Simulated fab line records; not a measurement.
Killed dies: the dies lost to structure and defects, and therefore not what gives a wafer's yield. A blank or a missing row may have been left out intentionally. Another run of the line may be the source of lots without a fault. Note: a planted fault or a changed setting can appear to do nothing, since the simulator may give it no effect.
A single fault, viewed from 2 desks    flow sky130    each desk has only its own numbers; what lay behind them comes last

## FOR THE TOOL OWNER'S DESK: litho-track-04
The tool's own readings at SKY_VIA2_DEVELOP_11 (develop time 60 s): means of the sampled wafers that have a number, for each lot that ran on this tool. Marked OUT: a lot whose mean sits more than 4 standard deviations from the usual mean, which makes it out of limits; the brackets give that distance.
Columns: A = developer-temp-C at SKY_VIA2_DEVELOP_11, usual 21.00 C; B = exhaust-pa at SKY_VIA2_DEVELOP_11, usual 45.0 Pa
lot   first seen here  A                 B
L144  day 36 13:00     21.14             45.4
L152  day 38 21:00     20.88             45.3
L155  day 39 22:00     21.11             44.9
L164  day 42 20:00     20.11 (-8.9) OUT  44.6
L165  day 43 07:00     20.24 (-7.6) OUT  44.7
This desk's finding: out of limits on L164, L165; first on L164, day 42 20:00 (developer-temp-C at SKY_VIA2_DEVELOP_11). Within limits: L144, L152, L155.

## FROM THE METROLOGY DESK
What the gauges read for every lot (on any tool): the sampled wafers with a number, averaged. Marked OUT: a lot whose mean sits more than 4 standard deviations from the usual mean, which makes it out of limits; the brackets give that distance.
Columns: A = cd-nm at SKY_METAL2_CD_MEAS_15, usual 140.2 nm; B = VIA2_W_THK at SKY_VIA2_THK_MEAS_23, usual 434 nm
lot   first seen here  A      B
L144  day 35 09:26     141.1  416
L146  day 35 23:29     139.3  439
L148  day 36 07:55     141.0  422
L150  day 37 06:20     139.3  437
L151  day 37 17:01     140.8  428
L152  day 37 17:59     139.5  443
L155  day 38 20:09     140.2  431
L156  day 39 04:41     140.8  438
L157  day 39 09:08     140.9  418
L164  day 41 19:31     140.2  437
L167  day 42 06:11     142.0  455
L165  day 42 06:17     138.4  440
L166  day 42 10:02     140.9  426
This desk's verdict: no lot among the 13 shows anything out of limits.

## PUT TOGETHER
The tool owner's desk could have raised an alarm at day 42 20:00, on L164, L165.
At the metrology desk, nothing out of limits was observed.
The metrology desk has L164, L165 on record, within its limits.
The lots listed all ran SKY_VIA2_DEVELOP_11 on litho-track-04.

## WHAT THE SIMULATOR HAD INSERTED
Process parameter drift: litho-track-04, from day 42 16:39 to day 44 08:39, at SKY_VIA2_DEVELOP_11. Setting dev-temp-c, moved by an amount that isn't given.
Struck lots among those shown: L164, L165.
Delay in hours, fault start to first out-of-limits reading, by desk: the tool owner's desk at 3.
